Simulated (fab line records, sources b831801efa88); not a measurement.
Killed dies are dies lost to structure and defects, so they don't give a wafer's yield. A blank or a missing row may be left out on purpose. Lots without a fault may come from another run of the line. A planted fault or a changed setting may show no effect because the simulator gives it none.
A struck lot beside a sound one | flow sky130 | 19 steps out of a route of 708
Sound: wafers L816.2, L816.4, L816.5. Struck: wafers L824.2, L824.3, L824.5. The cause comes at the end.
At each step with rows: each side's tool, then ch and its chambers, then its first start. Under that, the readings that differ: sound wafers | struck wafers | difference of the means | sigmas: that difference in standard deviations of wafers without a fault.
alike: readings whose means differ by less than 2 such deviations, and words and numbers that are the same on both sides. not compared: withheld readings, readings that some wafer has no value for, bounds like >300 that may hide the same value, and numbers for which the record gives no deviation and whose values overlap.
The two part at a step that has a row with sigmas, a row that says differs or no value, or rows on one side only. Numbers that don't overlap but have no deviation are shown without sigmas and don't part them. A reading that every wafer of one side lacks parts them only if that side has two wafers or more.

SKY_LDD_LDN_TW_MEAS_13:
  sound on film_metro-04, day 26 16:15; struck on film_metro-03, day 29 09:11
  alike: LDD_LDN_TW
then, 2 steps without rows for these wafers: SKY_LDD_LDN_CLEAN_14 (cleans in SC1/SC2, time 150 s); SKY_SPACER_CVD_00 (deposits Si3N4 from DCS/NH3, target thk 43.1 nm, time 740 s).
SKY_SPACER_THK_MEAS_01:
  sound on film_metro-04, day 26 18:08; struck on film_metro-03, day 29 14:58
  alike: SPACER_CVD_00_THK
SKY_SPACER_ETCHBACK_02: etches Si3N4 in CH3F/O2, stops on SiO2, time 46.7 s, target depth 45 nm.
  sound on rie_diel-04 ch 1,3, day 26 18:11; struck on rie_diel-03 ch 1,2,3, day 29 15:01
  alike: bias_w, drypump_motor_current_A, oes_product_au, throttle_valve_pct
  not compared: rf_hours_counter_h
then, 7 steps without rows for these wafers: SKY_POLY_CUT_DEHYDRATE_00 (time 60 s); SKY_POLY_CUT_HMDS_01 (prime time 60 s); SKY_POLY_CUT_COAT_02 (resist thk 60 nm); SKY_POLY_CUT_COAT_03 (resist thk 450 nm); SKY_POLY_CUT_SOFTBAKE_04 (time 90 s); SKY_POLY_CUT_EXPOSE_05 (exposes mask NPCM, target cd 270 nm); SKY_POLY_CUT_PEB_06.
SKY_POLY_CUT_DEVELOP_07: develop time 60 s.
  sound on litho_track-04 ch 0, day 27 22:00; struck on litho_track-04 ch 0, day 30 18:00
  alike: developer_temp_C
SKY_POLY_CUT_CD_MEAS_08: target cd 270 nm.
  sound on cd_sem-01, day 27 22:36; struck on cd_sem-01, day 30 18:54
  alike: cd_nm
SKY_POLY_CUT_OVL_MEAS_09:
  sound on overlay-01, day 27 22:43; struck on overlay-01, day 30 19:01
  alike: POLY_CUT_OVL
SKY_POLY_CUT_ETCH_10: etches BARC in N2/H2, stops on SiO2, time 45.9 s, target depth 60 nm.
  sound on rie_diel-01 ch 0,3, day 27 22:44; struck on rie_diel-02 ch 0,2, day 30 19:02
  reading                   | sound           | struck          | difference | sigmas
  model.POLY_CUT.cd_nm (nm) | 268.2 268.7 269 | 266.6 267.8 266 | -1.8       |
  alike: bias_w, drypump_motor_current_A, oes_product_au, throttle_valve_pct
  not compared: rf_hours_counter_h
SKY_POLY_CUT_ETCH_11: etches Si3N4 in CF4/CH2F2/Ar, stops on poly-Si, time 42.5 s, target depth 60 nm.
  sound on rie_diel-01 ch 0,3, day 27 22:47; struck on rie_diel-02 ch 0,2, day 30 19:05
  reading                   | sound             | struck          | difference | sigmas
  model.POLY_CUT.cd_nm (nm) | 268.2 268.6 269.1 | 266.4 267.9 266 | -1.9       |
  alike: bias_w, cf4_flow_sccm, drypump_motor_current_A, oes_product_au, throttle_valve_pct
  not compared: rf_hours_counter_h
SKY_POLY_CUT_STRIP_12: strips in O2/N2.
  sound on plasma_asher-01 ch 0,1, day 27 22:49; struck on plasma_asher-01 ch 0,1, day 30 19:07
  alike: drypump_motor_current_A, oes_product_au, strip_time_to_endpoint_s
  not compared: rf_hours_counter_h
SKY_PAD_OPEN_PROBE_99:
  the record has rows for the sound wafers here (prober-02, day 48 12:38) and none for the struck ones

WHERE THEY PART
Only at SKY_PAD_OPEN_PROBE_99, within this record.

WHY: what the simulator had put in
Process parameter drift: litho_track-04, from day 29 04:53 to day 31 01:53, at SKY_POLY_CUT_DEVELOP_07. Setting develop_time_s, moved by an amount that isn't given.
